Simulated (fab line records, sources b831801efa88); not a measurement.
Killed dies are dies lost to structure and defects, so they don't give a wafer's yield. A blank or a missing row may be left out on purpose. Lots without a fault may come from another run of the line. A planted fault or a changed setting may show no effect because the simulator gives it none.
Which tool did it? | flow gf180mcu | 9 lots, 27 wafers sampled, at 2 steps of a route of 602

WHAT THE GAUGES READ, wafer by wafer
GF_CONTACT_CD_MEAS_14: target cd 220 nm.
lot  | measured     | on        | cd_nm (nm)
L747 | day 16 07:58 | cd_sem-01 | 218.6 221.0 221.2
L748 | day 16 13:56 | cd_sem-01 | 220.4 221.1 222.5
L749 | day 17 01:41 | cd_sem-02 | 220.2 220.5 218.9
L757 | day 20 03:21 | cd_sem-02 | 226.0 227.4 227.5
L758 | day 20 12:28 | cd_sem-01 | 228.4 228.4 228.6
L761 | day 21 15:55 | cd_sem-02 | 222.0 221.8 221.8
L764 | day 22 12:25 | cd_sem-01 | 218.4 218.6 217.5
L765 | day 22 20:26 | cd_sem-01 | 219.4 219.2 218.6
L768 | day 23 16:19 | cd_sem-02 | 218.4 221.2 218.5

WHICH TOOL RAN EACH LOT (tool, then ch and the chambers of the sampled wafers, then the start)
lot  | GF_CONTACT_EXPOSE_11
L747 | krf_scanner-02 ch 0, day 15 21:26
L748 | krf_scanner-02 ch 0, day 16 03:04
L749 | krf_scanner-02 ch 0, day 16 14:46
L757 | krf_scanner-01 ch 0, day 19 14:54
L758 | krf_scanner-01 ch 0, day 20 00:38
L761 | krf_scanner-02 ch 0, day 21 04:31
L764 | krf_scanner-02 ch 0, day 22 00:46
L765 | krf_scanner-02 ch 0, day 22 09:25
L768 | krf_scanner-02 ch 0, day 23 04:51
- GF_CONTACT_EXPOSE_11: exposes mask Contact, target cd 220 nm.

THE ANSWER, worked out from the rows above alone
Rule: what is usual is taken from the lots themselves. Put in order of their means at a reading, lots are off if they are a third of the lots or fewer, leave a main group of 4 or more, and stand apart from it by a gap of 3 or more times the standard deviation of the main group's means; of several such gaps the widest counts. A main group whose means are all the same, to the digits that the tables above print for the reading, isn't used. A lot without any number at a reading at which 4 lots or more have one is off too. The other lots that the step has rows for count as sound.
Off: L757, L758, at GF_CONTACT_CD_MEAS_14 (cd_nm). The main group: mean 220.0 nm, standard deviation 1.2.
A tool fits if, at a process step before that reading, it ran every lot that is off, and no sound lot after the first of them. The gauges at GF_CONTACT_CD_MEAS_14 are tried like those tools. One fits: krf_scanner-01 at GF_CONTACT_EXPOSE_11. It ran no sound lot before its first lot that is off in this sample, so the start can't be narrowed down.

WHAT THE SIMULATOR HAD PUT IN
Process parameter drift: krf_scanner-01, from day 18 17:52 on, at GF_CONTACT_EXPOSE_11. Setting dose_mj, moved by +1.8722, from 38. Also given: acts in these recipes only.
Lots struck among those shown: L757, L758. The rule above found the same.
